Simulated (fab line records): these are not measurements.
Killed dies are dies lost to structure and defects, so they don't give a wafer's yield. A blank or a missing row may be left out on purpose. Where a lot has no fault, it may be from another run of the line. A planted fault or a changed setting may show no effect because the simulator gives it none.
Matching of chambers    flow sky130    4 sister chambers for SKY_CONTACT_CMP_04 on cmp-02
The step polishes SiO2. 8 wafers are shown with their chamber, then 7 later ones without.

## WAFERS PAIRED WITH THEIR CHAMBERS
wafer   chamber  motor-current-A (A)  time-to-endpoint-s (s)
L266.4  2        10.9                 84
L266.6  1        11.7                 83
L267.1  3        11.3                 87
L267.2  2        11.1                 87
L272.4  1        11.6                 82
L273.3  0        10.6                 74
L273.5  3        9.8                  74
L273.6  0        10.6                 76

## WAFERS MISSING THEIR CHAMBER
wafer   motor-current-A (A)  time-to-endpoint-s (s)
L274.2  10.4                 87
L277.1  11.2                 82
L277.2  12.2                 81
L277.5  10.3                 79
L278.1  9.6                  85
L278.2  10.3                 83
L278.5  12.1                 81

## EACH ONE'S CHAMBER
wafer   from the rows above                in truth
L274.2  can't be placed: 2 or 3 or 1 or 0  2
L277.1  can't be placed: 2 or 1 or 3 or 0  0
L277.2  can't be placed: 1 or 2            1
L277.5  can't be placed: 3 or 0 or 2       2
L278.1  can't be placed: 3 or 2 or 0 or 1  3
L278.2  can't be placed: 3 or 2 or 0 or 1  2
L278.5  can't be placed: 1 or 2 or 3       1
Correctly placed: 0 of 7. Can't be placed from these rows: 7 (the true chamber is among the candidates in 7). Number placed wrongly: 0.
How it was worked out, from the rows above alone: a wafer's distance from a chamber is the root of the sum, over the readings, of the square of ((its reading less the chamber's mean) divided by the reading's scatter). The wafer belongs to the nearest chamber; if the next one is less than 2 further off, it can't be placed. Each chamber's mean is taken over the wafers shown for it. How the scatter is found: for the shown wafers, subtract from each reading the mean of its chamber, square and add these, divide the total by (wafers less chambers), then take the root.
